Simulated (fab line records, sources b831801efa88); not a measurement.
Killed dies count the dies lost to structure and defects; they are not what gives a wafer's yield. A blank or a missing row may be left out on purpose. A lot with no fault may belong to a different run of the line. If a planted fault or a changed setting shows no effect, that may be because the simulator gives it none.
A struck lot beside a sound one || flow sky130 || 16 steps out of a route of 708
Sound: the wafers L267.1, L267.4, L267.6. Wafers struck: L281.3, L281.4, L281.6. The cause is given at the end.
Per side, at each step with rows, come the tool, then ch with its chambers, and then its first start. Under that, the readings that differ: sound wafers || struck wafers || difference of the means || sigmas: that difference in standard deviations of wafers without a fault.
alike: a reading whose means differ by less than 2 such deviations, as well as words and numbers matching on both sides. not compared: withheld readings; readings where some wafer has no value; bounds like >300 that might hide an equal value; numbers whose values overlap and for which the record gives no deviation.
A row with sigmas, a row that says differs or no value, or rows on one side alone: a step with any of these is where the two part. Numbers that don't overlap but have no deviation are shown without sigmas and don't part them. A reading that every wafer of one side lacks parts them only if that side has two wafers or more.

first, 5 steps without rows for these wafers: SKY_POLY_GATE_COAT_08 (resist thk 450 nm); SKY_POLY_GATE_SOFTBAKE_09 (time 90 s); SKY_POLY_GATE_EXPOSE_10 (exposes mask P1M, target cd 150 nm); SKY_POLY_GATE_PEB_11; SKY_POLY_GATE_DEVELOP_12 (develop time 60 s).
SKY_POLY_GATE_CD_MEAS_13: the cd target is 150 nm.
  struck on cd_sem-01, day 22 07:36; sound on cd_sem-02, day 17 06:13
  alike: cd_nm
SKY_POLY_GATE_OVL_MEAS_14:
  struck on overlay-01, day 22 07:41; sound on overlay-02, day 17 06:20
  alike: POLY_GATE_OVL
SKY_POLY_GATE_ETCH_15: etches BARC in N2/H2, stops on SiO2, time 118.5 s, target depth 110 nm.
  sound on rie_diel-01 ch 0,1, day 17 06:22; struck on rie_diel-02 ch 2,3, day 22 07:43
  alike: drypump_motor_current_A, oes_product_au, rf_fwd_power_W, throttle_valve_pct
  not compared: rf_hours_counter_h
SKY_POLY_GATE_ETCH_16: etches Si3N4 in CH3F/O2, stops on poly-Si, time 147.5 s, target depth 75 nm.
  sound on rie_diel-01 ch 0,1, day 17 06:26; struck on rie_diel-02 ch 2,3, day 22 07:47
  alike: drypump_motor_current_A, oes_product_au, rf_fwd_power_W, throttle_valve_pct
  not compared: rf_hours_counter_h
SKY_POLY_GATE_ETCH_17: etches poly-Si in HBr/Cl2, stops on SiO2, target depth 180 nm, time 70.5 s.
  sound on rie_si-02 ch 0,2,3, day 17 06:32; struck on rie_si-02 ch 1,2,3, day 22 07:53
  alike: drypump_motor_current_A, oes_product_au, rf_fwd_power_W, throttle_valve_pct
  not compared: rf_hours_counter_h
SKY_POLY_GATE_STRIP_18: strips in O2/N2.
  sound on plasma_asher-02 ch 1, day 17 06:36; struck on plasma_asher-02 ch 0,1, day 22 07:59
{"reading": "oes_product_au (a.u.)", "sound": "0.364 0.367 0.367", "struck": "0.353 0.356 0.358", "difference": -0.010, "sigmas": -2}
  alike: drypump_motor_current_A, strip_time_to_endpoint_s
  not compared: rf_hours_counter_h
then, 1 step without rows for these wafers: SKY_POLY_GATE_CLEAN_19 (cleans in SC1/SC2, time 150 s).
SKY_POLY_GATE_OXIDATION_20: stabilise 600 s, purge 300 s, target thk 4 nm.
  sound on furnace-01 ch 0, day 17 09:05; struck on furnace-01 ch 0, day 22 08:06
{"reading": "spike_tc_centre_C (C)", "sound": "851.4 851.9 851.2", "struck": "863.3 863.1 864.5", "difference": "+12.1", "sigmas": "+10"}
{"reading": "spike_tc_lower_C (C)", "sound": "849.6 849.2 851.9", "struck": "862.8 863.6 860.4", "difference": "+12.0", "sigmas": "+11"}
{"reading": "spike_tc_top_C (C)", "sound": "864.1 863.2 864.2", "struck": "874.8 874.8 875.1", "difference": "+11.1", "sigmas": "+7"}
{"reading": "spike_tc_upper_C (C)", "sound": "851.7 851.1 850.6", "struck": "860.1 862.2 861.6", "difference": "+10.2", "sigmas": "+9"}
{"reading": "tube_center_temp_C (C)", "sound": "849.9 850.01 849.98", "struck": "861.88 861.81 861.89", "difference": "+11.90", "sigmas": "+99 or more"}
{"reading": "tube_center_temp_C_max", "sound": "851.8 851.9 851.9", "struck": "864.0 863.6 863.8", "difference": "+11.9", "sigmas": "+35"}
{"reading": "model.SiO2_of_POLY_GATE_OXIDATION_20.thk_nm (nm)", "sound": "3.941 3.903 3.904", "struck": "4.549 4.567 4.634", "difference": "+0.667", "sigmas": ""}
SKY_POLY_GATE_THK_MEAS_21:
  struck on film_metro-04, day 22 09:22; sound on film_metro-03, day 17 10:20
{"reading": "POLY_GATE_OXIDATION_THK (nm)", "sound": "3.93 3.91 3.91", "struck": "4.56 4.61 4.61", "difference": "+0.68", "sigmas": "+9"}
SKY_POLY_GATE_CD_MEAS_22:
  struck on cd_sem-01, day 22 09:28; sound on cd_sem-01, day 17 10:24
  alike: cd_nm
-- a jump in the record: the struck wafers' starts before and after are 27 days apart (it breaks off in module POLY_GATE and resumes in module PAD_OPEN, where the first step shown is number 708 of the route) --
SKY_PAD_OPEN_PROBE_99:
  struck on prober-01, day 49 13:38; sound on prober-02, day 47 04:07
{"reading": "model.etest.tip_sonos.rs_ohm_sq", "sound": "2627 2688 2689", "struck": "2743 2782 2734", "difference": "+85", "sigmas": ""}
{"reading": "model.etest.tip_n.rs_ohm_sq", "sound": "435.7 435.7 439.6", "struck": "457.3 452.9 458.5", "difference": "+19.2", "sigmas": ""}
  alike: killed_at_M0_to_M3, killed_at_M4_up, killed_at_contacts, killed_at_front_end, killed_at_other, killed_dies, killed_open, killed_short

== WHERE THEY PART ==
Earliest at SKY_POLY_GATE_STRIP_18; latest, in this record, at SKY_POLY_GATE_THK_MEAS_21. Later steps at which nothing parts them and some readings are alike: SKY_POLY_GATE_CD_MEAS_22, SKY_PAD_OPEN_PROBE_99.

WHY: what had been put in by the simulator
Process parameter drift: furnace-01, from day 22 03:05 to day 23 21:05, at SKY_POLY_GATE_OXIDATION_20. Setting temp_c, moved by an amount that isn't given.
